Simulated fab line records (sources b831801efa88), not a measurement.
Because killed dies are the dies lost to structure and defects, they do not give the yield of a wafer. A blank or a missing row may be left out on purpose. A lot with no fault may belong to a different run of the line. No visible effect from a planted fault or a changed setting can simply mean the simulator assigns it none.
Comparing a struck lot with a sound one | flow sky130 | 19 steps out of a route of 708
Sound: these wafers, L492.3, L492.4, L492.5. Struck: wafers L498.4, L498.5, L498.6. Last of all comes the cause.
Order at every step that has rows: each side's tool, ch and its chambers, its first start. Under that, the readings that differ: sound wafers | struck wafers | difference of the means | sigmas: that difference in standard deviations of wafers without a fault.
alike: readings whose means differ by less than 2 such deviations, and words and numbers that are the same on both sides. not compared: withheld readings, readings that some wafer has no value for, bounds like >300 that may hide the same value, and numbers for which the record gives no deviation and whose values overlap.
The two part at a step that has a row with sigmas, a row that says differs or no value, or rows on one side only. When numbers do not overlap yet have no deviation, they are printed without sigmas and do not part them. A reading that every wafer of one side lacks parts them only if that side has two wafers or more.

first, 3 steps without rows for these wafers: SKY_POLY_CUT_EXPOSE_05 (exposes mask NPCM, target cd 270 nm); SKY_POLY_CUT_PEB_06; SKY_POLY_CUT_DEVELOP_07 (develop time 60 s).
SKY_POLY_CUT_CD_MEAS_08: target cd 270 nm.
  sound on cd sem-01, day 26 18:43; struck on cd sem-01, day 29 04:07
  alike: cd nm
SKY_POLY_CUT_OVL_MEAS_09:
  sound on overlay-02, day 26 18:49; struck on overlay-02, day 29 04:13
  alike: POLY_CUT_OVL
SKY_POLY_CUT_ETCH_10: etches BARC in N2/H2, stops on SiO2, time 45.9 s, target depth 60 nm.
  sound on rie diel-01 ch 0,1,3, day 26 18:50; struck on rie diel-03 ch 1,2, day 29 04:13
  alike: drypump motor current A, oes product au, throttle valve pct
  not compared: rf hours counter h
SKY_POLY_CUT_ETCH_11: etches Si3N4 in CF4/CH2F2/Ar, stops on poly-Si, time 42.5 s, target depth 60 nm.
  sound on rie diel-01 ch 0,1,3, day 26 18:53; struck on rie diel-03 ch 1,2, day 29 04:16
  alike: cf4 flow sccm, ch2f2 flow sccm, drypump motor current A, oes product au, throttle valve pct
  not compared: rf hours counter h
SKY_POLY_CUT_STRIP_12: strips in O2/N2.
  sound on plasma asher-04 ch 0,1, day 26 18:57; struck on plasma asher-04 ch 0,1, day 29 04:20
  alike: drypump motor current A, o2 flow sccm, oes product au, strip time to endpoint s
  not compared: rf hours counter h
then, 4 steps without rows for these wafers: SKY_SD_P_DEHYDRATE_00 (time 60 s); SKY_SD_P_HMDS_01 (prime time 60 s); SKY_SD_P_COAT_02 (resist thk 1140 nm); SKY_SD_P_SOFTBAKE_03 (time 60 s).
SKY_SD_P_EXPOSE_04: exposes mask PSDM, target cd 380 nm.
  sound on iline stepper-01 ch 0, day 27 09:03; struck on iline stepper-02 ch 0, day 29 17:44
  reading                      | sound             | struck            | difference | sigmas
  model.SD_P.overlay x nm (nm) | 0.601 0.601 0.601 | 73.59 73.59 73.59 | +72.99     |
  alike: mask
then, 2 steps without rows for these wafers: SKY_SD_P_PEB_05; SKY_SD_P_DEVELOP_06 (develop time 60 s).
SKY_SD_P_CD_MEAS_07: target cd 380 nm.
  sound on cd sem-02, day 27 23:20; struck on cd sem-02, day 30 08:55
  alike: cd nm
SKY_SD_P_OVL_MEAS_08:
  sound on overlay-02, day 27 23:26; struck on overlay-01, day 30 08:59
  reading       | sound          | struck         | difference | sigmas
  SD_P_OVL (nm) | -0.6 -0.9 -1.3 | 73.5 71.6 72.3 | +73.4      | +46
following that, these wafers have no rows for 1 step: SKY_SD_P_IMPLANT_09.
-- here the record skips 19 days between the struck wafers' starts before and after, leaving off in module SD_P and picking up in module PAD_OPEN (first step shown: number 708 of the route) --
SKY_PAD_OPEN_PROBE_99:
  only the struck wafers here have rows in the record (prober-01, day 49 07:27); the sound ones have none

## WHERE THEY PART
At SKY_SD_P_OVL_MEAS_08 first; at SKY_PAD_OPEN_PROBE_99 last (within this record only).

WHY: the cause the simulator had injected
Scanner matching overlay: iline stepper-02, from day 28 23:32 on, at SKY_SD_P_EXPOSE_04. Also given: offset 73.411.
